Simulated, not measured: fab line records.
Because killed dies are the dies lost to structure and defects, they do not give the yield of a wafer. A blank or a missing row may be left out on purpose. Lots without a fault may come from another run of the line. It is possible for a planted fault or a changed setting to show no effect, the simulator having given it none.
Which tool did it? | flow sky130 | Sampling: 12 lots, 36 wafers, 5 of 708 route steps

## WHAT THE GAUGES SHOWED, per wafer
SKY_FIELD_ISO_THK_MEAS_04.
lot  | measured    | on            | FIELD_ISO_CVD_03_THK (nm)
L776 | day 1 14:19 | film_metro-03 | 162.1 163.2 164.2
L777 | day 1 18:44 | film_metro-02 | 165.3 165.5 165.4
L779 | day 2 06:44 | film_metro-02 | 166.8 167.6 169.0
L782 | day 2 19:29 | film_metro-02 | 164.7 164.0 166.4
L789 | day 4 07:14 | film_metro-02 | 165.8 166.9 164.1
L790 | day 4 11:34 | film_metro-01 | 164.2 165.5 164.5
L791 | day 4 16:33 | film_metro-02 | 165.0 163.9 164.3
L793 | day 5 02:29 | film_metro-02 | 164.1 164.0 165.3
L795 | day 5 13:52 | film_metro-02 | 164.0 165.0 164.2
L796 | day 5 17:55 | film_metro-01 | 166.9 166.7 166.5
L798 | day 6 04:19 | film_metro-01 | 167.4 165.2 166.2
L799 | day 6 08:41 | film_metro-03 | 166.4 165.7 166.7

SKY_LDD_N_TW_MEAS_17.
lot  | measured     | on            | LDD_N_TW
L776 | day 18 15:55 | film_metro-03 | 2548 2550 2547
L777 | day 18 21:29 | film_metro-02 | 2549 2534 2550
L779 | day 19 15:51 | film_metro-03 | 2545 2558 2553
L782 | day 21 05:50 | film_metro-02 | 2553 2548 2541
L789 | day 23 05:44 | film_metro-03 | 2559 2568 2559
L790 | day 23 05:46 | film_metro-02 | 2528 2527 2526
L791 | day 23 12:47 | film_metro-03 | 2560 2561 2550
L793 | day 24 06:05 | film_metro-02 | 2549 2552 2534
L795 | day 24 22:08 | film_metro-03 | 2545 2540 2545
L796 | day 25 02:56 | film_metro-01 | 2564 2542 2565
L798 | day 25 12:32 | film_metro-03 | 2549 2552 2544
L799 | day 26 02:24 | film_metro-01 | 2578 2557 2579

## EACH LOT AND THE TOOL THAT RAN IT (in order: tool; ch and the chambers of the sampled wafers; start)
lot  | SKY_VT_ADJUST_LVTN_COAT_13        | SKY_VT_ADJUST_LVTN_STRIP_20          | SKY_SONOS_ONO_ETCH_15
L776 | litho_track-01 ch 0, day 8 00:44  | plasma_asher-01 ch 0,1, day 8 12:59  | rie_diel-02 ch 0,3, day 13 14:57
L777 | litho_track-03 ch 0, day 8 07:20  | plasma_asher-01 ch 0,1, day 8 19:24  | rie_diel-02 ch 0,2,3, day 13 19:54
L779 | litho_track-02 ch 0, day 8 21:28  | plasma_asher-02 ch 0,1, day 9 09:58  | rie_diel-01 ch 0,3, day 14 11:45
L782 | litho_track-03 ch 0, day 9 22:26  | plasma_asher-03 ch 0,1, day 10 09:51 | rie_diel-03 ch 1,2, day 15 19:39
L789 | litho_track-03 ch 0, day 11 12:04 | plasma_asher-01 ch 0,1, day 11 23:46 | rie_diel-02 ch 0,1,2, day 17 18:24
L790 | litho_track-03 ch 0, day 11 15:23 | plasma_asher-03 ch 0,1, day 12 03:00 | rie_diel-01 ch 0,1,3, day 17 18:29
L791 | litho_track-01 ch 0, day 11 22:41 | plasma_asher-01 ch 0,1, day 12 10:49 | rie_diel-02 ch 0,1,3, day 18 03:20
L793 | litho_track-01 ch 0, day 12 11:11 | plasma_asher-03 ch 0, day 12 23:29   | rie_diel-02 ch 1,2, day 18 17:11
L795 | litho_track-01 ch 0, day 13 00:29 | plasma_asher-02 ch 0,1, day 13 13:00 | rie_diel-02 ch 0,2, day 19 12:05
L796 | litho_track-01 ch 0, day 13 02:43 | plasma_asher-03 ch 0,1, day 13 15:04 | rie_diel-03 ch 2,3, day 19 15:08
L798 | litho_track-02 ch 0, day 13 13:25 | plasma_asher-01 ch 0,1, day 14 01:55 | rie_diel-01 ch 0,1,2, day 20 03:45
L799 | litho_track-02 ch 0, day 13 22:53 | plasma_asher-02 ch 0,1, day 14 11:37 | rie_diel-01 ch 2,3, day 20 14:56
- SKY_VT_ADJUST_LVTN_COAT_13: resist thk 1140 nm.
- SKY_VT_ADJUST_LVTN_STRIP_20: strips in O2/N2.
- SKY_SONOS_ONO_ETCH_15: etches the open film in CHF3/O2, target depth 19.52 nm, time 7.8 s.

## AS READ BY THE TOOLS THEMSELVES (means over the sampled wafers that have a number; for cases with no such wafer, the mark the record gives instead)
SKY_VT_ADJUST_LVTN_STRIP_20.
lot  | tool            | drypump_motor_current_A (A) | oes_product_au (a.u.) | strip_time_to_endpoint_s (s)
L776 | plasma_asher-01 | 5.22                        | 0.714                 | 14.21
L777 | plasma_asher-01 | 5.25                        | 0.717                 | 14.20
L779 | plasma_asher-02 | 5.85                        | 0.717                 | 14.16
L782 | plasma_asher-03 | 5.27                        | 0.713                 | 14.18
L789 | plasma_asher-01 | 5.17                        | 0.716                 | 13.42
L790 | plasma_asher-03 | 5.27                        | 0.715                 | 13.42
L791 | plasma_asher-01 | 5.16                        | 0.716                 | 14.20
L793 | plasma_asher-03 | 5.31                        | 0.717                 | 14.25
L795 | plasma_asher-02 | 5.85                        | 0.712                 | 14.22
L796 | plasma_asher-03 | 5.28                        | 0.724                 | 14.23
L798 | plasma_asher-01 | 5.18                        | 0.712                 | 14.10
L799 | plasma_asher-02 | 5.84                        | 0.715                 | 14.20

SKY_SONOS_ONO_ETCH_15.
lot  | tool        | drypump_motor_current_A (A) | oes_product_au (a.u.) | throttle_valve_pct (%)
L776 | rie_diel-02 | 6.1                         | 0.996                 | 8.828
L777 | rie_diel-02 | 6.3                         | 0.989                 | 8.811
L779 | rie_diel-01 | 6.1                         | 0.979                 | 8.824
L782 | rie_diel-03 | 5.1                         | 1.008                 | 8.820
L789 | rie_diel-02 | 6.0                         | 1.004                 | 8.828
L790 | rie_diel-01 | 6.1                         | 1.001                 | 8.817
L791 | rie_diel-02 | 5.9                         | 1.003                 | 8.827
L793 | rie_diel-02 | 6.2                         | 1.005                 | 8.825
L795 | rie_diel-02 | 6.2                         | 1.006                 | 8.828
L796 | rie_diel-03 | 5.7                         | 1.000                 | 8.832
L798 | rie_diel-01 | 6.0                         | 0.995                 | 8.823
L799 | rie_diel-01 | 6.1                         | 1.002                 | 8.828

## THE ANSWER, worked out from the rows above alone
Rule: the usual values come from the lots themselves. The widest of any qualifying gaps counts: lots, ordered by their means at a reading, are off when they make up no more than a third of the lots, leave a main group of 4 or more, and stand apart from it by 3 or more times the standard deviation of that group's means. A main group whose means are all the same, to the digits that the tables above print for the reading, isn't used. A lot without any number at a reading at which 4 lots or more have one is off too. All remaining lots with rows at the step are treated as sound. After the gauges, taken in route order, come the tools' own readings; for these a lot's mean is taken, as printed above. The first step at which some lot is off is used, and at that step the reading that is off furthest; a lot without a number counts as furthest.
Off: L789, L790, at SKY_VT_ADJUST_LVTN_STRIP_20 (strip_time_to_endpoint_s). For the main group the mean is 14.20 s and the standard deviation 0.04.
If a tool, at that step or one of the process steps before it, ran each lot that is off and ran no sound lot following the first of them, it fits. One fits: litho_track-03 at SKY_VT_ADJUST_LVTN_COAT_13. Its last sound lot is L782 (day 9 22:26), its first lot that is off L789 (day 11 12:04): a fault that began between those two fits.

## WHAT WAS PUT IN BY THE SIMULATOR
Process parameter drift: litho_track-03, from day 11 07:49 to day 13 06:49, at SKY_VT_ADJUST_LVTN_COAT_13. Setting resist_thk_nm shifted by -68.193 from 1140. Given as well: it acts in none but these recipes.
Shown lots that were struck: L789, L790. The rule given above showed the same thing.
